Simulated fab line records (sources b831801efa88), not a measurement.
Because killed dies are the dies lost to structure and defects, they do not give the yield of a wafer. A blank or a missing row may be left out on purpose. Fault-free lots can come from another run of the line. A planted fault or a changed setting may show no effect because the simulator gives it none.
Problem report, 8D (eight disciplines) form, completed by code / flow sky130 / the parts of the form that need people (team, actions taken, sign-off) are left out

1. WHAT WENT WRONG
SONOS_ONO_OXIDATION_THK at SKY_SONOS_ONO_THK_MEAS_01 reads a mean of 1.84 nm on 6 wafers of 2 lots; wafers without a fault read 2.61 nm with a standard deviation of 0.055. That is -14 standard deviations from the usual mean.
Earliest sighting: wafer L503.1 on film_metro-03 at day 13 18:17. The record has a number at this step for 33 wafers belonging to 11 lots. The rule behind "out" and "out of limits": a value lying over 4 standard deviations away from the usual mean. The other wafers with a number count as sound.

2. WHAT IT IS AND WHAT IT IS NOT
question=which readings at this step | is=SONOS_ONO_OXIDATION_THK | is not=-
question=which lots | is=L503, L504 | is not=L496, L499, L502, L513, L514, L515, L517, L518, L519
question=which wafers of those lots | is=all that have a number | is not=-
question=read on which gauges | is=film_metro-03, film_metro-04 | is not=film_metro-01
question=when | is=from day 13 18:17 | is not=up to then (9 sound wafers); but 18 sound wafers of L513, L514, L515, L517, L518, L519 came after

3. THE SUSPECTS, EACH WITH WHAT RULES IT OUT
Counting: a tool at any process step up to the reading remains a suspect when it ran all the lots that are out and ran no sound lot after the first of those.
- the gauge at SKY_SONOS_ONO_THK_MEAS_01: ruled out. Those wafers that are out were read across 2 gauges (film_metro-03, film_metro-04).
- plasma_asher-01 at SKY_VT_ADJUST_PCH_STRIP_09 (strips in O2/N2): ruled out as a lasting fault. The sound lots L517 went through it after L503, its earliest lot that is out (day 12 14:05).
- furnace-01 at SKY_SONOS_ONO_OXIDATION_00 (stabilise 600 s, purge 300 s, target thk 2.6 nm): ruled out as a lasting fault. The sound lots L517, L518, L519 went through it after L503, its earliest lot that is out (day 13 16:56).
Left after counting: nothing in the record.

4. THE CAUSE (what the simulator had put in)
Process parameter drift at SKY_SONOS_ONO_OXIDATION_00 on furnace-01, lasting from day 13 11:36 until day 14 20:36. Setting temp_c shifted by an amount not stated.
The count ruled it out by mistake, since the rule takes a fault to strike every lot its tool runs from the start of the fault on, and this one did not do so.

5. THE CHAIN OF EFFECTS, in route order
Rows list readings where the struck wafers' mean (over those with a number) sits beyond 3 standard deviations from the usual. Only readings for which the record gives a usual standard deviation are gone through. hours: the time from each lot's start at the first step in this table that gives one to its start at this step, as a median over the lots. sigmas: the change in usual standard deviations.
hours=0; step=SKY_SONOS_ONO_OXIDATION_00; reading=spike_tc_bottom_C; usual=812.7 C; on struck wafers=786.0; change=-26.7; sigmas=-9.2
hours=0; step=SKY_SONOS_ONO_OXIDATION_00; reading=spike_tc_centre_C; usual=800.6 C; on struck wafers=775.7; change=-24.9; sigmas=-16
hours=0; step=SKY_SONOS_ONO_OXIDATION_00; reading=spike_tc_lower_C; usual=801.3 C; on struck wafers=777.7; change=-23.6; sigmas=-21
hours=0; step=SKY_SONOS_ONO_OXIDATION_00; reading=spike_tc_top_C; usual=812.2 C; on struck wafers=793.0; change=-19.2; sigmas=-7.1
hours=0; step=SKY_SONOS_ONO_OXIDATION_00; reading=spike_tc_upper_C; usual=800.0 C; on struck wafers=776.2; change=-23.8; sigmas=-25
hours=0; step=SKY_SONOS_ONO_OXIDATION_00; reading=tube_center_temp_C; usual=800 C; on struck wafers=777; change=-23; sigmas=-99 or more
hours=0; step=SKY_SONOS_ONO_OXIDATION_00; reading=tube_center_temp_C_max; usual=802.1; on struck wafers=779.1; change=-23.0; sigmas=-66
hours=1; step=SKY_SONOS_ONO_THK_MEAS_01; reading=SONOS_ONO_OXIDATION_THK; usual=2.61 nm; on struck wafers=1.84; change=-0.76; sigmas=-14
Process steps it contains:
- SKY_SONOS_ONO_OXIDATION_00: stabilise 600 s, purge 300 s, target thk 2.6 nm.
At these later measuring or inspecting steps, every struck wafer for which the step has a row has a number for every such reading, and none has moved that far: SKY_SONOS_ONO_CD_MEAS_13.

6. HOW IT WOULD HAVE BEEN CAUGHT EARLIER
In this record the first reading out of limits at a measuring or inspecting step was taken at day 13 18:17, 7 hours after the fault began at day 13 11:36.
The tool's own readings at SKY_SONOS_ONO_OXIDATION_00 were out on every struck wafer that the step has a row for (spike_tc_bottom_C, spike_tc_centre_C, spike_tc_lower_C, spike_tc_top_C, spike_tc_upper_C, tube_center_temp_C, tube_center_temp_C_max): an alarm limit on them would have fired on the first of those.
